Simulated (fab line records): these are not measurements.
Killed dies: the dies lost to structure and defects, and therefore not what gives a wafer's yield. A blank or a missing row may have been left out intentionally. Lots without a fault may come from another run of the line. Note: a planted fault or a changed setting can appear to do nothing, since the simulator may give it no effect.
fab line records ; flow gf180mcu
record lots=5; wafers=23
route steps=602 shown M3@409 V3@431 M4@458 V4@476 MIM@503
startH: the number of hours between the record's first day and the start of the first shown wafer of the lot ; waitH: hours since the lot's step before ; " the same as in the row above ; L1.1+2: several wafers, shown together as one row ; - either no value or no given start ; * or withheld: withheld ; < > ~ a bound
route shown NAME@n: a module of which the file shows steps, and the number in the route of the first ; usual: mean and standard deviation over wafers with no fault ; same: alike in all rows ; chamber/n: place in a boat ; sites: each site's reading ; _std_site: the values' standard deviation ; _edge_site: mean of outer sites minus mean of inner sites ; radiusMm: how far each site lies from the wafer's centre ; mask NAME#n: copy n ; behind: the last tool/chamber to shape the wafer ; hold: why the lot went on hold/how many hours it stayed there/how the hold came to an end ; device: names the non-switching transistor (n, p or np) ; end of line: the route-end tests of the same wafers ; a step without rows: its recipe alone ; killed: dies that structure and defects cost at the first sort, which is not the same as the wafer's yield ; map: per-die view of a wafer (x killed, . not killed, _ where there is no die)
set.NAME: the run value of the setting; set.NAME@STEP: its run value at that earlier step ; model.NAME: the simulator's own value behind a step, which no gauge read
lots run with intentionally changed settings; tables by step, rows by wafer
## steps
# step GF_M3_SPUTTER_00
# recipe material=Ti; targetThkNm=37.5; arrivingIonEnergyEv=80; substrateTempC=200; chamberPressurePa=2; powerW=4000; timeS=150
lot.wafer;tool;chamber;startH;waitH;set.powerW;model.Ti_of_M3_SPUTTER_00.thkNm
L074.2;pvdSputter-01;-;461.87;0.1;4000;37.57
L074.3;pvdSputter-01;-;461.87;0.1;4000;38
L074.4;pvdSputter-01;-;461.87;0.1;4000;37.72
L074.5;pvdSputter-01;-;461.87;0.1;4000;37.68
L074.6;pvdSputter-01;-;461.87;0.1;4000;38.37
L078.1;pvdSputter-01;-;499.31;0.2;4000;37.63
L078.2;pvdSputter-01;-;499.31;0.2;4000;37.62
L078.4;pvdSputter-01;-;499.31;0.2;4000;37.9
L078.5;pvdSputter-01;-;499.31;0.2;4000;37.22
L078.6;pvdSputter-01;-;499.31;0.2;4000;37.49
L082.2;pvdSputter-04;-;530.88;0.2;4000;38.06
L082.3;pvdSputter-04;-;530.88;0.2;4000;38.08
L082.4;pvdSputter-04;-;530.88;0.2;4000;37.99
L084.1;pvdSputter-04;-;557.96;0.2;3586;33.74
L084.2;pvdSputter-04;-;557.96;0.2;4000;37.64
L084.3;pvdSputter-04;-;557.96;0.2;4000;37.67
L084.4;pvdSputter-04;-;557.96;0.2;4000;37.87
L084.6;pvdSputter-04;-;557.96;0.2;3586;34.06
L085.1;pvdSputter-04;-;569.66;0.1;4000;37.25
L085.3;pvdSputter-04;-;569.66;0.1;4000;37.21
L085.4;pvdSputter-04;-;569.66;0.1;3622;33.49
L085.5;pvdSputter-04;-;569.66;0.1;4000;37.01
L085.6;pvdSputter-04;-;569.66;0.1;3622;33.54
# step GF_V3_CVD_02
# recipe material=SiO2; targetThkNm=850; precursor=TEOS; tempC=400; timeS=94.851; rfW=600
lot.wafer;tool;chamber;startH;waitH;set.timeS;model.SiO2_of_V3_CVD_02.thkNm
L074.2;pecvd-04;2;486.92;0.0;94.851;860.4
L074.3;pecvd-04;1;486.92;0.0;84.37;767
L074.4;pecvd-04;2;486.92;0.0;84.37;776.9
L074.5;pecvd-04;0;486.92;0.0;94.851;872.7
L074.6;pecvd-04;1;486.92;0.0;94.851;873.1
L078.1;pecvd-03;0;523.03;0.1;80.79;714
L078.2;pecvd-03;2;523.03;0.1;80.79;714.2
L078.4;pecvd-03;1;523.03;0.1;80.79;735
L078.5;pecvd-03;0;523.03;0.1;94.851;843.9
L078.6;pecvd-03;2;523.03;0.1;94.851;834.9
L082.2;pecvd-03;2;554.58;0.0;94.851;829.9
L082.3;pecvd-03;0;554.58;0.0;94.851;842.2
L082.4;pecvd-03;0;554.58;0.0;94.851;860.9
L084.1;pecvd-03;0;581.03;0.1;94.851;843.4
L084.2;pecvd-03;2;581.03;0.1;94.851;854
L084.3;pecvd-03;1;581.03;0.1;94.851;844.5
L084.4;pecvd-03;0;581.03;0.1;94.851;866.3
L084.6;pecvd-03;2;581.03;0.1;94.851;865.7
L085.1;pecvd-03;2;591.85;0.1;94.851;837
L085.3;pecvd-03;1;591.85;0.1;94.851;827.2
L085.4;pecvd-03;1;591.85;0.1;94.851;843.3
L085.5;pecvd-03;2;591.85;0.1;94.851;848.5
L085.6;pecvd-03;0;591.85;0.1;94.851;843.2
# step GF_V3_THK_MEAS_03
# recipe reads=SiO2_of_V3_CVD_02
# usual V3_CVD_02_THK=849/14
lot.wafer;tool;chamber;startH;waitH;set.timeS@V3_CVD_02;V3_CVD_02_THK[nm]
L074.2;filmMetro-01;-;487.00;0.0;94.851;859
L074.3;filmMetro-01;-;487.00;0.0;84.37;767
L074.4;filmMetro-01;-;487.00;0.0;84.37;777
L074.5;filmMetro-01;-;487.00;0.0;94.851;872
L074.6;filmMetro-01;-;487.00;0.0;94.851;873
L078.1;filmMetro-01;-;523.10;0.0;80.79;713
L078.2;filmMetro-01;-;523.10;0.0;80.79;714
L078.4;filmMetro-01;-;523.10;0.0;80.79;735
L078.5;filmMetro-01;-;523.10;0.0;94.851;844
L078.6;filmMetro-01;-;523.10;0.0;94.851;834
L082.2;filmMetro-01;-;554.66;0.0;94.851;830
L082.3;filmMetro-01;-;554.66;0.0;94.851;842
L082.4;filmMetro-01;-;554.66;0.0;94.851;861
L084.1;filmMetro-04;-;581.09;0.0;94.851;843
L084.2;filmMetro-04;-;581.09;0.0;94.851;855
L084.3;filmMetro-04;-;581.09;0.0;94.851;845
L084.4;filmMetro-04;-;581.09;0.0;94.851;868
L084.6;filmMetro-04;-;581.09;0.0;94.851;866
L085.1;filmMetro-04;-;591.92;0.0;94.851;837
L085.3;filmMetro-04;-;591.92;0.0;94.851;828
L085.4;filmMetro-04;-;591.92;0.0;94.851;843
L085.5;filmMetro-04;-;591.92;0.0;94.851;848
L085.6;filmMetro-04;-;591.92;0.0;94.851;843
# step GF_V3_CMP_04
# recipe material=SiO2; downForcePsi=4; platenRpm=60; padVelocityMS=0.94248
# usual timeToEndpointS=77/5.8
lot.wafer;tool;chamber;startH;waitH;set.timeS@V3_CVD_02;timeToEndpointS
L074.4;cmp-01;0;487.05;0.0;84.37;50
L074.3;cmp-01;1;487.05;0.0;84.37;45
L074.2;cmp-01;2;487.05;0.0;94.851;78
L074.6;cmp-01;0;487.05;0.0;94.851;83
L074.5;cmp-01;1;487.05;0.0;94.851;85
L078.2;cmp-01;0;523.21;0.1;80.79;25
L078.4;cmp-01;1;523.21;0.1;80.79;36
L078.1;cmp-01;2;523.21;0.1;80.79;29
L078.6;cmp-01;3;523.21;0.1;94.851;75
L078.5;cmp-01;0;523.21;0.1;94.851;77
L082.4;cmp-02;1;554.76;0.1;94.851;73
L082.3;cmp-02;2;554.76;0.1;94.851;73
L082.2;cmp-02;3;554.76;0.1;94.851;68
L084.1;cmp-02;2;581.15;0.1;94.851;77
L084.4;cmp-02;3;581.15;0.1;94.851;86
L084.3;cmp-02;0;581.15;0.1;94.851;76
L084.2;cmp-02;1;581.15;0.1;94.851;79
L084.6;cmp-02;2;581.15;0.1;94.851;82
L085.1;cmp-01;3;592.33;0.4;94.851;72
L085.3;cmp-01;0;592.33;0.4;94.851;63
L085.4;cmp-01;2;592.33;0.4;94.851;72
L085.6;cmp-01;3;592.33;0.4;94.851;71
L085.5;cmp-01;0;592.33;0.4;94.851;71
# step GF_M4_SPUTTER_02
# recipe material=AlCu; targetThkNm=450; powerW=10600; timeS=23.9; chamberPressurePa=0.4
lot.wafer;tool;chamber;startH;waitH;set.timeS;model.AlCu_of_M4_SPUTTER_02.thkNm
L074.2;pvdSputter-01;-;512.38;0.0;23.9;444.8
L074.3;pvdSputter-01;-;512.38;0.0;23.9;443.3
L074.4;pvdSputter-01;-;512.38;0.0;23.9;442.7
L074.5;pvdSputter-01;-;512.38;0.0;21.31;394.2
L074.6;pvdSputter-01;-;512.38;0.0;21.31;395.6
L078.1;pvdSputter-04;-;546.83;0.0;23.9;458.5
L078.2;pvdSputter-04;-;546.83;0.0;23.9;455.6
L078.4;pvdSputter-04;-;546.83;0.0;23.9;453.6
L078.5;pvdSputter-04;-;546.83;0.0;23.9;457.4
L078.6;pvdSputter-04;-;546.83;0.0;23.9;453.4
L082.2;pvdSputter-03;-;578.60;0.0;23.9;456
L082.3;pvdSputter-03;-;578.60;0.0;23.9;459.6
L082.4;pvdSputter-03;-;578.60;0.0;23.9;456.6
L084.1;pvdSputter-03;-;603.96;0.0;22.66;420.3
L084.2;pvdSputter-03;-;603.96;0.0;22.66;427.8
L084.3;pvdSputter-03;-;603.96;0.0;23.9;445.3
L084.4;pvdSputter-03;-;603.96;0.0;23.9;450.2
L084.6;pvdSputter-03;-;603.96;0.0;23.9;445.8
L085.1;pvdSputter-04;-;615.34;0.0;23.9;445.9
L085.3;pvdSputter-04;-;615.34;0.0;23.9;443.4
L085.4;pvdSputter-04;-;615.34;0.0;23.9;451.4
L085.5;pvdSputter-04;-;615.34;0.0;23.9;448.5
L085.6;pvdSputter-04;-;615.34;0.0;23.9;444.6
# step GF_M4_SPUTTER_03
# recipe material=Ti; targetThkNm=10; substrateTempC=300; chamberPressurePa=0.3; powerW=3000; timeS=6.7
# step GF_M4_SPUTTER_04
# recipe material=TiN; targetThkNm=50; powerW=6699; timeS=41.7; chamberPressurePa=0.4
# step GF_M4_RS_MEAS_05
# recipe thkMeasGauge=four-point-probe; reads=TiN_of_M4_SPUTTER_04+Ti_of_M4_SPUTTER_03+AlCu_of_M4_SPUTTER_02+TiN_of_M4_SPUTTER_01+Ti_of_M4_SPUTTER_00
# usual M4_ALCU_RS=0.0693/0.00075
lot.wafer;tool;chamber;startH;waitH;set.timeS@M4_SPUTTER_02;M4_ALCU_RS[ohm/sq]
L074.2;filmMetro-03;-;512.49;0.0;23.9;0.0702
L074.3;filmMetro-03;-;512.49;0.0;23.9;0.0706
L074.4;filmMetro-03;-;512.49;0.0;23.9;0.0707
L074.5;filmMetro-03;-;512.49;0.0;21.31;0.0793
L074.6;filmMetro-03;-;512.49;0.0;21.31;0.0791
L078.1;filmMetro-01;-;546.92;0.0;23.9;0.0681
L078.2;filmMetro-01;-;546.92;0.0;23.9;0.0685
L078.4;filmMetro-01;-;546.92;0.0;23.9;0.0689
L078.5;filmMetro-01;-;546.92;0.0;23.9;0.0682
L078.6;filmMetro-01;-;546.92;0.0;23.9;0.0690
L082.2;filmMetro-01;-;578.71;0.0;23.9;0.0686
L082.3;filmMetro-01;-;578.71;0.0;23.9;0.0679
L082.4;filmMetro-01;-;578.71;0.0;23.9;0.0684
L084.1;filmMetro-03;-;604.05;0.0;22.66;0.0744
L084.2;filmMetro-03;-;604.05;0.0;22.66;0.0730
L084.3;filmMetro-03;-;604.05;0.0;23.9;0.0702
L084.4;filmMetro-03;-;604.05;0.0;23.9;0.0695
L084.6;filmMetro-03;-;604.05;0.0;23.9;0.0701
L085.1;filmMetro-01;-;615.43;0.0;23.9;0.0701
L085.3;filmMetro-01;-;615.43;0.0;23.9;0.0705
L085.4;filmMetro-01;-;615.43;0.0;23.9;0.0693
L085.5;filmMetro-01;-;615.43;0.0;23.9;0.0696
L085.6;filmMetro-01;-;615.43;0.0;23.9;0.0704
# step GF_M4_THK_MEAS_06
# recipe thkMeasGauge=xrf; reads=AlCu_of_M4_SPUTTER_02
# usual M4_ALCU_THK=448/6
lot.wafer;tool;chamber;startH;waitH;set.timeS@M4_SPUTTER_02;M4_ALCU_THK[nm]
L074.2;filmMetro-03;-;512.60;0.1;23.9;439
L074.3;filmMetro-03;-;512.60;0.1;23.9;438
L074.4;filmMetro-03;-;512.60;0.1;23.9;439
L074.5;filmMetro-03;-;512.60;0.1;21.31;387
L074.6;filmMetro-03;-;512.60;0.1;21.31;391
L078.1;filmMetro-01;-;547.04;0.1;23.9;454
L078.2;filmMetro-01;-;547.04;0.1;23.9;451
L078.4;filmMetro-01;-;547.04;0.1;23.9;447
L078.5;filmMetro-01;-;547.04;0.1;23.9;454
L078.6;filmMetro-01;-;547.04;0.1;23.9;452
L082.2;filmMetro-01;-;578.82;0.1;23.9;452
L082.3;filmMetro-01;-;578.82;0.1;23.9;459
L082.4;filmMetro-01;-;578.82;0.1;23.9;456
L084.1;filmMetro-03;-;604.17;0.1;22.66;415
L084.2;filmMetro-03;-;604.17;0.1;22.66;424
L084.3;filmMetro-03;-;604.17;0.1;23.9;439
L084.4;filmMetro-03;-;604.17;0.1;23.9;445
L084.6;filmMetro-03;-;604.17;0.1;23.9;439
L085.1;filmMetro-01;-;615.55;0.1;23.9;439
L085.3;filmMetro-01;-;615.55;0.1;23.9;440
L085.4;filmMetro-01;-;615.55;0.1;23.9;447
L085.5;filmMetro-01;-;615.55;0.1;23.9;444
L085.6;filmMetro-01;-;615.55;0.1;23.9;438
# step GF_M4_PEB_12
# recipe pebTempC=135; pebTimeS=90; resist=KrF
lot.wafer;tool;chamber;startH;waitH;set.pebTempC
L074.2+5;lithoTrack-04;0;-;-;135
L074.3+4+6;lithoTrack-04;0;-;-;136.6
L078.1+4+6;lithoTrack-02;0;-;-;138.4
L078.2+5;lithoTrack-02;0;-;-;135
L082.2+3+4;lithoTrack-04;0;-;-;135
L084.1+2+3+4+6;lithoTrack-01;0;-;-;135
L085.1+3+6;lithoTrack-04;0;-;-;135
L085.4+5;lithoTrack-04;0;-;-;131.8
# step GF_M4_DEVELOP_13
# recipe developTimeS=60; devTempC=21
# step GF_M4_CD_MEAS_14
# recipe targetCdNm=280
# usual cdNm=280.0/1
lot.wafer;tool;chamber;startH;waitH;set.pebTempC@M4_PEB_12;cdNm
L074.2;cdSem-01;-;534.84;0.1;135;279.2
L074.3;cdSem-01;-;534.84;0.1;136.6;276.8
L074.4;cdSem-01;-;534.84;0.1;136.6;275.2
L074.5;cdSem-01;-;534.84;0.1;135;279.7
L074.6;cdSem-01;-;534.84;0.1;136.6;275.5
L078.1;cdSem-01;-;569.40;0.1;138.4;271.2
L078.2;cdSem-01;-;569.40;0.1;135;278.8
L078.4;cdSem-01;-;569.40;0.1;138.4;271.8
L078.5;cdSem-01;-;569.40;0.1;135;278.7
L078.6;cdSem-01;-;569.40;0.1;138.4;270.5
L082.2;cdSem-02;-;599.59;0.1;135;278.0
L082.3;cdSem-02;-;599.59;0.1;135;278.2
L082.4;cdSem-02;-;599.59;0.1;135;279.4
L084.1;cdSem-01;-;624.74;0.1;135;281.0
L084.2;cdSem-01;-;624.74;0.1;135;279.5
L084.3;cdSem-01;-;624.74;0.1;135;279.3
L084.4;cdSem-01;-;624.74;0.1;135;281.3
L084.6;cdSem-01;-;624.74;0.1;135;279.5
L085.1;cdSem-01;-;635.62;0.1;135;282.0
L085.3;cdSem-01;-;635.62;0.1;135;281.3
L085.4;cdSem-01;-;635.62;0.1;131.8;291.7
L085.5;cdSem-01;-;635.62;0.1;131.8;292.1
L085.6;cdSem-01;-;635.62;0.1;135;281.9
# step GF_M4_METAL_ETCH_16
# recipe chemistry=Cl2/BCl3; maskMaterial=KrF; targetDepthNm=627.5; stopOn=SiO2; pressureMtorr=8; icpW=800; biasW=140; Cl2_flow_sccm=80; bcl3FlowSccm=40; timeS=104.6
# usual oesProductAu=0.974/0.0066
lot.wafer;tool;chamber;startH;waitH;set.timeS@M4_SPUTTER_02;oesProductAu
L074.2;rieMetal-01;1;534.97;0.0;23.9;0.964
L074.3;rieMetal-01;1;534.97;0.0;23.9;0.967
L074.4;rieMetal-01;0;534.97;0.0;23.9;0.953
L074.5;rieMetal-01;1;534.97;0.0;21.31;0.923
L074.6;rieMetal-01;0;534.97;0.0;21.31;0.923
L078.1;rieMetal-02;0;569.55;0.0;23.9;0.985
L078.2;rieMetal-02;1;569.55;0.0;23.9;0.980
L078.4;rieMetal-02;0;569.55;0.0;23.9;0.979
L078.5;rieMetal-02;1;569.55;0.0;23.9;0.983
L078.6;rieMetal-02;0;569.55;0.0;23.9;0.986
L082.2;rieMetal-04;1;599.72;0.0;23.9;0.973
L082.3;rieMetal-04;1;599.72;0.0;23.9;0.973
L082.4;rieMetal-04;0;599.72;0.0;23.9;0.983
L084.1;rieMetal-04;1;624.89;0.0;22.66;0.948
L084.2;rieMetal-04;0;624.89;0.0;22.66;0.960
L084.3;rieMetal-04;0;624.89;0.0;23.9;0.978
L084.4;rieMetal-04;1;624.89;0.0;23.9;0.968
L084.6;rieMetal-04;0;624.89;0.0;23.9;0.970
L085.1;rieMetal-04;0;635.77;0.0;23.9;0.973
L085.3;rieMetal-04;1;635.77;0.0;23.9;0.970
L085.4;rieMetal-04;0;635.77;0.0;23.9;0.975
L085.5;rieMetal-04;1;635.77;0.0;23.9;0.972
L085.6;rieMetal-04;0;635.77;0.0;23.9;0.973
# step GF_V4_CVD_00
# recipe material=SiO2; targetThkNm=600; sigmaOpenFrac=0.3; tempC=400; timeS=100; sih4FlowSccm=60; pressureMtorr=6
lot.wafer;tool;chamber;startH;waitH;set.sih4FlowSccm;model.SiO2_of_V4_CVD_00.thkNm
L074.2;hdpcvd-01;1;535.65;0.0;64.6;651.9
L074.3;hdpcvd-01;2;535.65;0.0;60;603.2
L074.4;hdpcvd-01;1;535.65;0.0;64.6;649.5
L074.5;hdpcvd-01;0;535.65;0.0;64.6;645.2
L074.6;hdpcvd-01;2;535.65;0.0;60;605.6
L078.1;hdpcvd-02;0;570.20;0.0;62.49;621.1
L078.2;hdpcvd-02;2;570.20;0.0;60;596.5
L078.4;hdpcvd-02;1;570.20;0.0;60;602.4
L078.5;hdpcvd-02;0;570.20;0.0;62.49;619.3
L078.6;hdpcvd-02;2;570.20;0.0;62.49;623.3
L082.2;hdpcvd-02;2;600.37;0.0;60;611.5
L082.3;hdpcvd-02;0;600.37;0.0;60;600.8
L082.4;hdpcvd-02;0;600.37;0.0;60;601.1
L084.1;hdpcvd-01;1;625.62;0.0;60;608.1
L084.2;hdpcvd-01;2;625.62;0.0;67.16;674.6
L084.3;hdpcvd-01;0;625.62;0.0;67.16;684
L084.4;hdpcvd-01;1;625.62;0.0;67.16;679.8
L084.6;hdpcvd-01;2;625.62;0.0;60;612.3
L085.1;hdpcvd-01;2;636.45;0.0;60;601.7
L085.3;hdpcvd-01;0;636.45;0.0;68.93;692.4
L085.4;hdpcvd-01;1;636.45;0.0;68.93;695.1
L085.5;hdpcvd-01;0;636.45;0.0;60;616.4
L085.6;hdpcvd-01;2;636.45;0.0;60;606
# step GF_V4_THK_MEAS_01
# recipe reads=SiO2_of_V4_CVD_00
# usual V4_CVD_00_THK=603/5.8
lot.wafer;tool;chamber;startH;waitH;set.sih4FlowSccm@V4_CVD_00;V4_CVD_00_THK[nm]
L074.2;filmMetro-01;-;535.73;0.0;64.6;651
L074.3;filmMetro-01;-;535.73;0.0;60;603
L074.4;filmMetro-01;-;535.73;0.0;64.6;650
L074.5;filmMetro-01;-;535.73;0.0;64.6;645
L074.6;filmMetro-01;-;535.73;0.0;60;605
L078.1;filmMetro-02;-;570.27;0.0;62.49;621
L078.2;filmMetro-02;-;570.27;0.0;60;596
L078.4;filmMetro-02;-;570.27;0.0;60;603
L078.5;filmMetro-02;-;570.27;0.0;62.49;619
L078.6;filmMetro-02;-;570.27;0.0;62.49;623
L082.2;filmMetro-01;-;600.45;0.0;60;611
L082.3;filmMetro-01;-;600.45;0.0;60;600
L082.4;filmMetro-01;-;600.45;0.0;60;601
L084.1;filmMetro-03;-;625.69;0.0;60;608
L084.2;filmMetro-03;-;625.69;0.0;67.16;674
L084.3;filmMetro-03;-;625.69;0.0;67.16;684
L084.4;filmMetro-03;-;625.69;0.0;67.16;680
L084.6;filmMetro-03;-;625.69;0.0;60;612
L085.1;filmMetro-02;-;636.52;0.0;60;601
L085.3;filmMetro-02;-;636.52;0.0;68.93;692
L085.4;filmMetro-02;-;636.52;0.0;68.93;695
L085.5;filmMetro-02;-;636.52;0.0;60;616
L085.6;filmMetro-02;-;636.52;0.0;60;606
# step GF_V4_COAT_09
# recipe resist=KrF; spinRpm=withheld; resistThkNm=1000
lot.wafer;tool;chamber;startH;waitH;set.resistThkNm;model.KrF_of_V4_COAT_09.thkNm
L074.2;lithoTrack-04;0;-;-;1000;1002
L074.3;lithoTrack-04;0;-;-;1000;998.9
L074.4;lithoTrack-04;0;-;-;1000;1000
L074.5;lithoTrack-04;0;-;-;1000;1003
L074.6;lithoTrack-04;0;-;-;1000;1001
L078.1;lithoTrack-04;0;-;-;964.4;963.4
L078.2;lithoTrack-04;0;-;-;1000;997
L078.4;lithoTrack-04;0;-;-;964.4;962.6
L078.5;lithoTrack-04;0;-;-;964.4;961.7
L078.6;lithoTrack-04;0;-;-;1000;994.4
L082.2;lithoTrack-04;0;-;-;1000;998.7
L082.3;lithoTrack-04;0;-;-;1000;997.6
L082.4;lithoTrack-04;0;-;-;1000;1000
L084.1;lithoTrack-02;0;-;-;1000;992.9
L084.2;lithoTrack-02;0;-;-;972.3;969.6
L084.3;lithoTrack-02;0;-;-;1000;994.6
L084.4;lithoTrack-02;0;-;-;972.3;965.8
L084.6;lithoTrack-02;0;-;-;972.3;966.2
L085.1;lithoTrack-03;0;-;-;1000;999
L085.3;lithoTrack-03;0;-;-;1000;996.5
L085.4;lithoTrack-03;0;-;-;1000;997.4
L085.5;lithoTrack-03;0;-;-;1000;997.6
L085.6;lithoTrack-03;0;-;-;1000;997.7
# step GF_V4_PEB_12
# recipe pebTempC=135; pebTimeS=90; resist=KrF
lot.wafer;tool;chamber;startH;waitH;set.pebTempC
L074.2+4+6;lithoTrack-04;0;-;-;138.8
L074.3+5;lithoTrack-04;0;-;-;135
L078.1+2+5;lithoTrack-04;0;-;-;137.7
L078.4+6;lithoTrack-04;0;-;-;135
L082.2+3+4;lithoTrack-04;0;-;-;135
L084.1+2+6;lithoTrack-02;0;-;-;135
L084.3+4;lithoTrack-02;0;-;-;131.2
L085.1+4+6;lithoTrack-04;0;-;-;138.9
L085.3+5;lithoTrack-04;0;-;-;135
# step GF_V4_DEVELOP_13
# recipe developTimeS=60; resist=KrF; devTempC=22.2
lot.wafer;tool;chamber;startH;waitH;set.pebTempC@V4_PEB_12;model.V4.cdNm
L074.2;lithoTrack-04;0;558.44;0.2;138.8;269.2
L074.3;lithoTrack-04;0;558.44;0.2;135;260.3
L074.4;lithoTrack-04;0;558.44;0.2;138.8;268.9
L074.5;lithoTrack-04;0;558.44;0.2;135;261.6
L074.6;lithoTrack-04;0;558.44;0.2;138.8;269.5
L078.1;lithoTrack-04;0;591.87;0.2;137.7;267.6
L078.2;lithoTrack-04;0;591.87;0.2;137.7;263.6
L078.4;lithoTrack-04;0;591.87;0.2;135;260.2
L078.5;lithoTrack-04;0;591.87;0.2;137.7;267.9
L078.6;lithoTrack-04;0;591.87;0.2;135;258.2
L082.2;lithoTrack-04;0;621.74;0.2;135;258.5
L082.3;lithoTrack-04;0;621.74;0.2;135;259.7
L082.4;lithoTrack-04;0;621.74;0.2;135;260
L084.1;lithoTrack-02;0;646.80;0.2;135;263.5
L084.2;lithoTrack-02;0;646.80;0.2;135;263.9
L084.3;lithoTrack-02;0;646.80;0.2;131.2;249.9
L084.4;lithoTrack-02;0;646.80;0.2;131.2;251.3
L084.6;lithoTrack-02;0;646.80;0.2;135;263.2
L085.1;lithoTrack-04;0;656.92;0.2;138.9;269.7
L085.3;lithoTrack-04;0;656.92;0.2;135;260.4
L085.4;lithoTrack-04;0;656.92;0.2;138.9;268.4
L085.5;lithoTrack-04;0;656.92;0.2;135;260.9
L085.6;lithoTrack-04;0;656.92;0.2;138.9;270.2
# step GF_V4_CD_MEAS_14
# recipe targetCdNm=260
# usual cdNm=260.4/1.2
lot.wafer;tool;chamber;startH;waitH;set.pebTempC@V4_PEB_12;cdNm
L074.2;cdSem-01;-;558.59;0.1;138.8;269.1
L074.3;cdSem-01;-;558.59;0.1;135;260.7
L074.4;cdSem-01;-;558.59;0.1;138.8;268.9
L074.5;cdSem-01;-;558.59;0.1;135;261.3
L074.6;cdSem-01;-;558.59;0.1;138.8;269.8
L078.1;cdSem-02;-;592.02;0.1;137.7;267.6
L078.2;cdSem-02;-;592.02;0.1;137.7;263.5
L078.4;cdSem-02;-;592.02;0.1;135;260.2
L078.5;cdSem-02;-;592.02;0.1;137.7;268.0
L078.6;cdSem-02;-;592.02;0.1;135;258.3
L082.2;cdSem-02;-;621.89;0.1;135;258.6
L082.3;cdSem-02;-;621.89;0.1;135;260.0
L082.4;cdSem-02;-;621.89;0.1;135;259.9
L084.1;cdSem-01;-;646.95;0.1;135;263.8
L084.2;cdSem-01;-;646.95;0.1;135;263.8
L084.3;cdSem-01;-;646.95;0.1;131.2;249.6
L084.4;cdSem-01;-;646.95;0.1;131.2;251.7
L084.6;cdSem-01;-;646.95;0.1;135;263.2
L085.1;cdSem-02;-;657.07;0.1;138.9;269.9
L085.3;cdSem-02;-;657.07;0.1;135;260.7
L085.4;cdSem-02;-;657.07;0.1;138.9;268.2
L085.5;cdSem-02;-;657.07;0.1;135;260.8
L085.6;cdSem-02;-;657.07;0.1;138.9;270.0
# step GF_MIM_SPUTTER_00
# recipe material=Ti; targetThkNm=37.5; arrivingIonEnergyEv=80; substrateTempC=200; chamberPressurePa=2; powerW=4000; timeS=150
lot.wafer;tool;chamber;startH;waitH;set.chamberPressurePa;model.Ti_of_MIM_SPUTTER_00.thkNm
L074.2;pvdSputter-01;-;560.09;0.1;1.761;40.6
L074.3;pvdSputter-01;-;560.09;0.1;1.761;40.52
L074.4;pvdSputter-01;-;560.09;0.1;1.761;40.34
L074.5;pvdSputter-01;-;560.09;0.1;1.761;40.27
L074.6;pvdSputter-01;-;560.09;0.1;1.761;40.37
L078.1;pvdSputter-01;-;593.87;0.2;1.742;40.78
L078.2;pvdSputter-01;-;593.87;0.2;1.742;40.58
L078.4;pvdSputter-01;-;593.87;0.2;1.742;40.6
L078.5;pvdSputter-01;-;593.87;0.2;1.742;40.43
L078.6;pvdSputter-01;-;593.87;0.2;1.742;40.29
L082.2;pvdSputter-02;-;623.57;0.1;2;37.34
L082.3;pvdSputter-02;-;623.57;0.1;2;37.39
L082.4;pvdSputter-02;-;623.57;0.1;2;37.57
L084.1;pvdSputter-02;-;648.48;0.2;1.704;40.51
L084.2;pvdSputter-02;-;648.48;0.2;1.704;40.47
L084.3;pvdSputter-02;-;648.48;0.2;1.704;40.48
L084.4;pvdSputter-02;-;648.48;0.2;1.704;40.74
L084.6;pvdSputter-02;-;648.48;0.2;1.704;40.43
L085.1;pvdSputter-02;-;658.62;0.2;2.235;34.38
L085.3;pvdSputter-02;-;658.62;0.2;2.235;34.31
L085.4;pvdSputter-02;-;658.62;0.2;2.235;34.83
L085.5;pvdSputter-02;-;658.62;0.2;2.235;34.45
L085.6;pvdSputter-02;-;658.62;0.2;2.235;34.36
## key
split step=GF_M3_SPUTTER_00; setting=powerW; stated=4000; by=wafer
response step=GF_M3_SPUTTER_00; reading=model.Ti_of_M3_SPUTTER_00.thkNm; change=+0.377; per=1%; r=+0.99
split step=GF_V3_CVD_02; setting=timeS; stated=94.851; by=wafer
response step=GF_V3_CVD_02; reading=model.SiO2_of_V3_CVD_02.thkNm; change=+8.26; per=1%; r=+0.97
response step=GF_V3_THK_MEAS_03; reading=V3_CVD_02_THK; change=+8.23; per=1%; r=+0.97
response step=GF_V3_CMP_04; reading=timeToEndpointS; change=*; per=1%; r=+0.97
split step=GF_M4_SPUTTER_02; setting=timeS; stated=23.9; by=wafer
response step=GF_M4_SPUTTER_02; reading=model.AlCu_of_M4_SPUTTER_02.thkNm; change=+4.48; per=1%; r=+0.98
response step=GF_M4_RS_MEAS_05; reading=M4_ALCU_RS; change=-0.000793; per=1%; r=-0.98
response step=GF_M4_THK_MEAS_06; reading=M4_ALCU_THK; change=+4.48; per=1%; r=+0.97
response step=GF_M4_METAL_ETCH_16; reading=oesProductAu; change=+0.00351; per=1%; r=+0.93
split step=GF_M4_PEB_12; setting=pebTempC; stated=135; by=wafer
response step=GF_M4_CD_MEAS_14; reading=cdNm; change=-3.55; per=1%; r=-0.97
split step=GF_V4_CVD_00; setting=sih4FlowSccm; stated=60; by=wafer
response step=GF_V4_CVD_00; reading=model.SiO2_of_V4_CVD_00.thkNm; change=+5.76; per=1%; r=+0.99
response step=GF_V4_THK_MEAS_01; reading=V4_CVD_00_THK; change=+5.75; per=1%; r=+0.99
split step=GF_V4_COAT_09; setting=resistThkNm; stated=1000; by=wafer
response step=GF_V4_COAT_09; reading=model.KrF_of_V4_COAT_09.thkNm; change=+9.41; per=1%; r=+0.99
split step=GF_V4_PEB_12; setting=pebTempC; stated=135; by=wafer
response step=GF_V4_DEVELOP_13; reading=model.V4.cdNm; change=+3.52; per=1%; r=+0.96
response step=GF_V4_CD_MEAS_14; reading=cdNm; change=+3.51; per=1%; r=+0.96
split step=GF_MIM_SPUTTER_00; setting=chamberPressurePa; stated=2; by=lot
response step=GF_MIM_SPUTTER_00; reading=model.Ti_of_MIM_SPUTTER_00.thkNm; change=-0.239; per=1%; r=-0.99
